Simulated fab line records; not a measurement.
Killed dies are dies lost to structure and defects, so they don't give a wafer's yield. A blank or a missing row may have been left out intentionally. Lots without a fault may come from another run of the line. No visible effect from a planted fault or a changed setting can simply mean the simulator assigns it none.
fab line records    flow gf180mcu
record: lots: 15  wafers: 45  last_day: 34
route steps=602 shown POLY_GATE@168 HV_LDD@187
lots untouched by any fault: they come from a run of this same line in which no faults occurred
start_h: hours from the record's first day to the start of the lot's first wafer shown    wait_h: hours elapsed since this lot's preceding step    " unchanged from the row above    L1.1+2: one row covering several wafers at once    - no value present, or no start provided    * or withheld: withheld    < > ~ a bound
route shown NAME@n: names a module that has steps shown in the file, with the first one's number in the route    usual: mean/standard deviation of fault-free wafers    same: alike in all rows    chamber/n: place in a boat    sites: per-site readings    _std_site: the values' standard deviation    _edge_site: outer sites' mean less inner sites'    radius_mm: for every site, how far away it sits from the centre of the wafer    mask NAME#n: copy n    behind: the tool/chamber that last shaped the wafer    hold: why the lot went on hold/how many hours it stayed there/how the hold came to an end    device: transistor that didn't switch, given as n, p or np    end of line: tests of these same wafers at the route's end    where a step has no rows: the recipe by itself    killed: not the wafer's yield, but the dies lost to structure and defects at the first sort    map: per-die view of a wafer (x killed, . not killed, _ where there is no die)
set.NAME: the setting that was run; set.NAME@STEP: the one run at that earlier step    model.NAME: the simulator's own value behind a step, which no gauge read
route steps across a sampled set of lots; one table per step, one row per wafer
services: from which hour (start_h, from the record's first day; less than 0 if before it) a tool's chamber was out of use, for how many hours, and why
== steps ==
step: GF_POLY_GATE_OVL_MEAS_11
usual: POLY_GATE_OVL: 4/5.9
lot.wafer  tool        chamber  start_h  wait_h  POLY_GATE_OVL[nm]
L439.3     overlay-01  -        196.36   0.1     13
L439.4     "           -        "        "       11
L439.6     "           -        "        "       12
L440.1     overlay-02  -        206.55   0.1     3
L440.2     "           -        "        "       4
L440.4     "           -        "        "       5
L441.1     overlay-02  -        214.90   0.1     -2
L441.3     "           -        "        "       0
L441.4     "           -        "        "       -3
L442.1     overlay-02  -        221.40   0.1     7
L442.2     "           -        "        "       7
L442.6     "           -        "        "       0
L444.1     overlay-02  -        231.35   0.1     -2
L444.2     "           -        "        "       -4
L444.4     "           -        "        "       -8
L446.1     overlay-01  -        245.52   0.1     7
L446.5     "           -        "        "       -1
L446.6     "           -        "        "       9
L447.1     overlay-01  -        249.75   0.1     5
L447.4     "           -        "        "       3
L447.5     "           -        "        "       3
L451.2     overlay-02  -        279.08   0.1     10
L451.5     "           -        "        "       4
L451.6     "           -        "        "       7
L452.2     overlay-02  -        290.36   0.1     -3
L452.3     "           -        "        "       16
L452.5     "           -        "        "       5
L453.1     overlay-02  -        296.20   0.1     4
L453.4     "           -        "        "       3
L453.6     "           -        "        "       11
L458.2     overlay-01  -        332.43   0.1     0
L458.3     "           -        "        "       4
L458.5     "           -        "        "       1
L459.3     overlay-01  -        340.91   0.1     15
L459.4     "           -        "        "       15
L459.5     "           -        "        "       16
L460.1     overlay-01  -        344.70   0.1     4
L460.2     "           -        "        "       9
L460.4     "           -        "        "       1
L461.1     overlay-02  -        361.47   0.1     5
L461.2     "           -        "        "       10
L461.6     "           -        "        "       2
L462.2     overlay-01  -        368.18   0.1     6
L462.3     "           -        "        "       10
L462.5     "           -        "        "       6
step: GF_HV_LDD_TW_MEAS_11
usual: HV_LDD_TW: 2423/11
lot.wafer  tool           chamber  start_h  wait_h  HV_LDD_TW
L439.3     film_metro-01  -        216.36   0.1     2418
L439.4     "              -        "        "       2403
L439.6     "              -        "        "       2416
L440.1     film_metro-03  -        226.09   0.1     2416
L440.2     "              -        "        "       2417
L440.4     "              -        "        "       2402
L441.1     film_metro-04  -        234.69   0.1     2417
L441.3     "              -        "        "       2415
L441.4     "              -        "        "       2420
L442.1     film_metro-01  -        242.01   0.1     2436
L442.2     "              -        "        "       2427
L442.6     "              -        "        "       2427
L444.1     film_metro-03  -        252.04   0.1     2409
L444.2     "              -        "        "       2409
L444.4     "              -        "        "       2408
L446.1     film_metro-01  -        266.48   0.1     2420
L446.5     "              -        "        "       2421
L446.6     "              -        "        "       2418
L447.1     film_metro-03  -        270.48   0.1     2427
L447.4     "              -        "        "       2420
L447.5     "              -        "        "       2412
L451.2     film_metro-03  -        301.67   0.1     2421
L451.5     "              -        "        "       2424
L451.6     "              -        "        "       2414
L452.2     film_metro-04  -        312.24   0.1     2436
L452.3     "              -        "        "       2415
L452.5     "              -        "        "       2438
L453.1     film_metro-04  -        320.24   0.1     2419
L453.4     "              -        "        "       2429
L453.6     "              -        "        "       2417
L458.2     film_metro-04  -        356.00   0.1     2430
L458.3     "              -        "        "       2434
L458.5     "              -        "        "       2422
L459.3     film_metro-03  -        366.06   0.1     2417
L459.4     "              -        "        "       2418
L459.5     "              -        "        "       2423
L460.1     film_metro-01  -        368.82   0.1     2414
L460.2     "              -        "        "       2416
L460.4     "              -        "        "       2423
L461.1     film_metro-01  -        385.39   0.1     2431
L461.2     "              -        "        "       2428
L461.6     "              -        "        "       2433
L462.2     film_metro-03  -        394.12   0.1     2389
L462.3     "              -        "        "       2410
L462.5     "              -        "        "       2401
step: GF_HV_LDD_IMPLANT_48
recipe: species: B  energy_kev: 25  dose_cm2: 3e+13  tilt_deg: 7
usual: beam_energy_keV: 25.001/0.0077  beam_on_s: 10.02/0.19  faraday_current_uA: 169/3.2  implant_ion_amu: 11/0
lot.wafer  tool          chamber  start_h  wait_h  beam_energy_keV  beam_on_s  faraday_current_uA  implant_ion_amu
L439.3     implanter-02  0        273.78   0.1     24.997           10.00      168                 11
L439.4     "             0        "        "       25.004           9.93       171                 11
L439.6     "             0        "        "       25.010           9.90       172                 11
L440.1     implanter-02  0        283.38   0.0     24.994           9.80       173                 11
L440.2     "             0        "        "       25.001           9.77       173                 11
L440.4     "             0        "        "       24.992           10.41      163                 11
L441.1     implanter-02  0        293.84   0.0     24.997           9.86       172                 11
L441.3     "             0        "        "       25.013           9.99       169                 11
L441.4     "             0        "        "       25.004           10.00      169                 11
L442.1     implanter-01  0        301.71   0.0     24.994           9.88       171                 11
L442.2     "             0        "        "       24.990           10.10      167                 11
L442.6     "             0        "        "       24.997           9.98       170                 11
L444.1     implanter-04  0        312.64   0.0     25.003           9.76       173                 11
L444.2     "             0        "        "       25.007           10.02      169                 11
L444.4     "             0        "        "       24.991           10.11      167                 11
L446.1     implanter-01  0        328.06   0.0     24.993           10.49      161                 11
L446.5     "             0        "        "       25.009           10.04      169                 11
L446.6     "             0        "        "       24.997           9.98       170                 11
L447.1     implanter-04  0        332.11   0.0     24.988           10.03      169                 11
L447.4     "             0        "        "       24.989           10.25      165                 11
L447.5     "             0        "        "       24.999           9.87       172                 11
L451.2     implanter-01  -        366.11   0.0     -                -          -                   -
L451.5     "             -        "        "       -                -          -                   -
L451.6     "             -        "        "       -                -          -                   -
L452.2     implanter-04  -        378.51   0.0     -                -          -                   -
L452.3     "             -        "        "       -                -          -                   -
L452.5     "             -        "        "       -                -          -                   -
L453.1     implanter-04  -        385.96   0.0     -                -          -                   -
L453.4     "             -        "        "       -                -          -                   -
L453.6     "             -        "        "       -                -          -                   -
L458.2     implanter-02  0        426.93   0.0     25.000           10.12      167                 11
L458.3     "             0        "        "       25.008           10.05      169                 11
L458.5     "             0        "        "       25.000           9.97       170                 11
L459.3     implanter-02  0        436.48   0.1     25.002           10.20      166                 11
L459.4     "             0        "        "       25.005           10.06      168                 11
L459.5     "             0        "        "       25.003           10.07      169                 11
L460.1     implanter-04  0        439.71   0.0     25.008           10.26      165                 11
L460.2     "             0        "        "       24.987           9.84       172                 11
L460.4     "             0        "        "       24.995           10.06      167                 11
L461.1     implanter-02  0        457.88   0.0     25.008           9.82       172                 11
L461.2     "             0        "        "       25.010           10.05      168                 11
L461.6     "             0        "        "       25.010           10.30      164                 11
L462.2     implanter-01  0        466.87   0.0     24.993           9.64       175                 11
L462.3     "             0        "        "       24.995           10.00      169                 11
L462.5     "             0        "        "       25.005           10.08      168                 11
step: GF_HV_LDD_TW_MEAS_50
usual: HV_LDD_4_TW: 572/3.1
lot.wafer  tool           chamber  start_h  wait_h  HV_LDD_4_TW
L439.3     film_metro-01  -        274.00   0.1     569
L439.4     "              -        "        "       573
L439.6     "              -        "        "       571
L440.1     film_metro-03  -        283.63   0.1     574
L440.2     "              -        "        "       571
L440.4     "              -        "        "       570
L441.1     film_metro-01  -        294.09   0.1     568
L441.3     "              -        "        "       571
L441.4     "              -        "        "       574
L442.1     film_metro-04  -        301.96   0.1     576
L442.2     "              -        "        "       574
L442.6     "              -        "        "       577
L444.1     film_metro-03  -        312.89   0.1     577
L444.2     "              -        "        "       573
L444.4     "              -        "        "       574
L446.1     film_metro-03  -        328.31   0.1     574
L446.5     "              -        "        "       575
L446.6     "              -        "        "       576
L447.1     film_metro-03  -        332.36   0.1     573
L447.4     "              -        "        "       578
L447.5     "              -        "        "       575
L451.2     film_metro-01  -        366.34   0.1     30
L451.5     "              -        "        "       30
L451.6     "              -        "        "       30
L452.2     film_metro-03  -        378.74   0.1     30
L452.3     "              -        "        "       30
L452.5     "              -        "        "       30
L453.1     film_metro-01  -        386.21   0.1     30
L453.4     "              -        "        "       30
L453.6     "              -        "        "       30
L458.2     film_metro-04  -        427.17   0.1     576
L458.3     "              -        "        "       573
L458.5     "              -        "        "       574
L459.3     film_metro-03  -        436.70   0.1     568
L459.4     "              -        "        "       572
L459.5     "              -        "        "       568
L460.1     film_metro-03  -        439.96   0.1     569
L460.2     "              -        "        "       565
L460.4     "              -        "        "       567
L461.1     film_metro-03  -        458.13   0.1     568
L461.2     "              -        "        "       569
L461.6     "              -        "        "       570
L462.2     film_metro-03  -        467.10   0.1     570
L462.3     "              -        "        "       568
L462.5     "              -        "        "       568
step: GF_HV_LDD_THK_MEAS_55
recipe: reads: SiO2_of_HV_LDD_CVD_54
usual: HV_LDD_CVD_54_THK: 9.98/0.12
lot.wafer  tool           chamber  start_h  wait_h  HV_LDD_CVD_54_THK[nm]
L439.3     film_metro-03  -        275.83   0.0     9.99
L439.4     "              -        "        "       9.89
L439.6     "              -        "        "       9.79
L440.1     film_metro-04  -        284.95   0.0     9.99
L440.2     "              -        "        "       10.07
L440.4     "              -        "        "       9.95
L441.1     film_metro-04  -        295.41   0.0     10.08
L441.3     "              -        "        "       10.21
L441.4     "              -        "        "       10.21
L442.1     film_metro-03  -        303.28   0.0     10.13
L442.2     "              -        "        "       9.98
L442.6     "              -        "        "       10.08
L444.1     film_metro-01  -        314.21   0.0     9.83
L444.2     "              -        "        "       9.82
L444.4     "              -        "        "       9.99
L446.1     film_metro-04  -        329.63   0.0     9.81
L446.5     "              -        "        "       10.05
L446.6     "              -        "        "       9.92
L447.1     film_metro-01  -        334.19   0.0     10.00
L447.4     "              -        "        "       10.09
L447.5     "              -        "        "       10.04
L451.2     film_metro-03  -        367.97   0.0     10.17
L451.5     "              -        "        "       9.99
L451.6     "              -        "        "       9.98
L452.2     film_metro-03  -        380.57   0.0     9.92
L452.3     "              -        "        "       10.05
L452.5     "              -        "        "       10.06
L453.1     film_metro-03  -        387.53   0.0     9.92
L453.4     "              -        "        "       9.72
L453.6     "              -        "        "       9.91
L458.2     film_metro-03  -        428.49   0.0     9.83
L458.3     "              -        "        "       9.78
L458.5     "              -        "        "       9.72
L459.3     film_metro-03  -        438.02   0.0     9.93
L459.4     "              -        "        "       9.97
L459.5     "              -        "        "       10.09
L460.1     film_metro-03  -        441.95   0.0     9.88
L460.2     "              -        "        "       9.94
L460.4     "              -        "        "       10.01
L461.1     film_metro-03  -        459.45   0.0     9.92
L461.2     "              -        "        "       9.88
L461.6     "              -        "        "       9.95
L462.2     film_metro-03  -        468.42   0.0     10.00
L462.3     "              -        "        "       9.88
L462.5     "              -        "        "       9.92
== services ==
tool          chamber  start_h  hours  kind
implanter-02  -        255.26   4.7    pm
implanter-04  -        293.70   1.3    repair
implanter-01  -        317.93   3.3    repair
implanter-01  -        366.28   4.5    pm
implanter-02  -        377.49   3.0    repair
implanter-04  -        399.29   3.5    pm
implanter-04  -        419.84   2.1    repair
implanter-01  -        432.70   1.5    repair
implanter-01  -        462.68   0.5    repair
== key ==
first_sign: step: GF_HV_LDD_IMPLANT_48  reading: tool_record  direction: missing
effect: step: GF_HV_LDD_TW_MEAS_50  reading: HV_LDD_4_TW  direction: down  sigmas: 99+  usual: 572  struck: 30
met_at GF_HV_LDD_IMPLANT_48
struck_lots L451,L452,L453
later_rows_left_out L451.2,L451.5,L451.6,L452.2,L452.3,L452.5,L453.1,L453.4,L453.6
sort_left_out L451.2,L451.5,L451.6,L452.2,L452.3,L452.5,L453.1,L453.4,L453.6
tester_left_out L451,L452,L453
not_acting_at GF_POLY_GATE_OVL_MEAS_11,GF_HV_LDD_TW_MEAS_11,GF_HV_LDD_THK_MEAS_55
onset_between 332.11 366.11
fault: kind: skipped_step_whole  tool: implanter-01,implanter-04  chamber: -  onset_h: 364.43  steps: GF_HV_LDD_IMPLANT_48  scope: struck_lots_only
tester_left_out: of these lots the tester's yield and bins aren't shown, on N5 and GAA mostly nor the transistor test; their killed dies are dies lost to structure and defects alone, not to doping, threshold or leakage, so they don't give the yield
sort_left_out: the simulated sort isn't trusted on such a fault, so these wafers' sort isn't shown, and their yield isn't known
later_rows_left_out: the simulator's readings of these wafers behind a module that went badly wrong aren't trusted and aren't shown, but for the sort
